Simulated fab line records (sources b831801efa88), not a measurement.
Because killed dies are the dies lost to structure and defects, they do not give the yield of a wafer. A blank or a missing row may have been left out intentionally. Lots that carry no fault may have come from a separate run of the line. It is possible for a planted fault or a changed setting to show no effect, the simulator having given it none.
Comparing a struck lot with a sound one || flow gf180mcu || 14 steps out of a route of 602
Sound: the wafers L549.3, L549.5, L549.6. Wafers L554.1, L554.3, L554.6 were the ones struck. At the end, the cause is stated.
Each step with rows lists, per side, the tool, then ch with its chambers, then its first start. Under that, the readings that differ: sound wafers || struck wafers || difference of the means || sigmas: that difference in standard deviations of wafers without a fault.
alike: a reading whose means differ by less than 2 such deviations, as well as words and numbers matching on both sides. not compared: withheld readings; readings where some wafer has no value; bounds like >300 that might hide an equal value; numbers whose values overlap and for which the record gives no deviation.
A row with sigmas, a row that says differs or no value, or rows on one side alone: a step with any of these is where the two part. When numbers do not overlap yet have no deviation, they are printed without sigmas and do not part them. Lack of a reading on every wafer of one side parts them only where that side has two or more wafers.

first, 1 step without rows for these wafers: GF_V4_CVD_00 (deposits SiO2, target thk 600 nm, time 100 s).
GF_V4_THK_MEAS_01:
  sound: film_metro-04 at day 25 21:28; struck: film_metro-04 at day 27 11:32
  alike: V4_CVD_00_THK
GF_V4_CVD_02: deposits SiO2 from TEOS, target thk 850 nm, time 94.851 s.
  sound on pecvd-01 ch 0,1,2, day 25 21:30; struck on pecvd-04 ch 0,1,2, day 27 11:36
  alike: heater_power_w
GF_V4_THK_MEAS_03:
  sound: film_metro-02 at day 25 21:35; struck: film_metro-04 at day 27 11:40
  alike: V4_CVD_02_THK
GF_V4_CMP_04: polishes SiO2.
  sound on cmp-02 ch 0,3, day 25 21:41; struck on cmp-02 ch 1,2, day 27 11:44
  alike: motor_current_A, time_to_endpoint_s
GF_V4_BOW_MEAS_05:
  sound: film_metro-04 at day 25 21:58; struck: film_metro-04 at day 27 12:05
  alike: V4_BOW
then, 6 steps without rows for these wafers: GF_V4_DEHYDRATE_06 (time 60 s); GF_V4_HMDS_07 (prime time 60 s); GF_V4_COAT_08; GF_V4_COAT_09 (resist thk 1000 nm); GF_V4_SOFTBAKE_10 (time 60 s); GF_V4_EXPOSE_11 (exposes mask Via4, target cd 260 nm).
GF_V4_PEB_12: peb time 90 s.
  sound on litho_track-04 ch 0, day 26 18:14; struck on litho_track-01, day 28 08:22
  no value came back on the struck wafers for chill_plate_temp_C (C), exhaust_pa (Pa), plate_temp_C (C); on the sound wafers chill_plate_temp_C (C) reads 23.38 22.99 23.21
then, 1 step without rows for these wafers: GF_V4_DEVELOP_13 (develop time 60 s).

WHERE THEY PART
At GF_V4_PEB_12 and nowhere else, as far as this record goes.

WHY: the cause the simulator had injected
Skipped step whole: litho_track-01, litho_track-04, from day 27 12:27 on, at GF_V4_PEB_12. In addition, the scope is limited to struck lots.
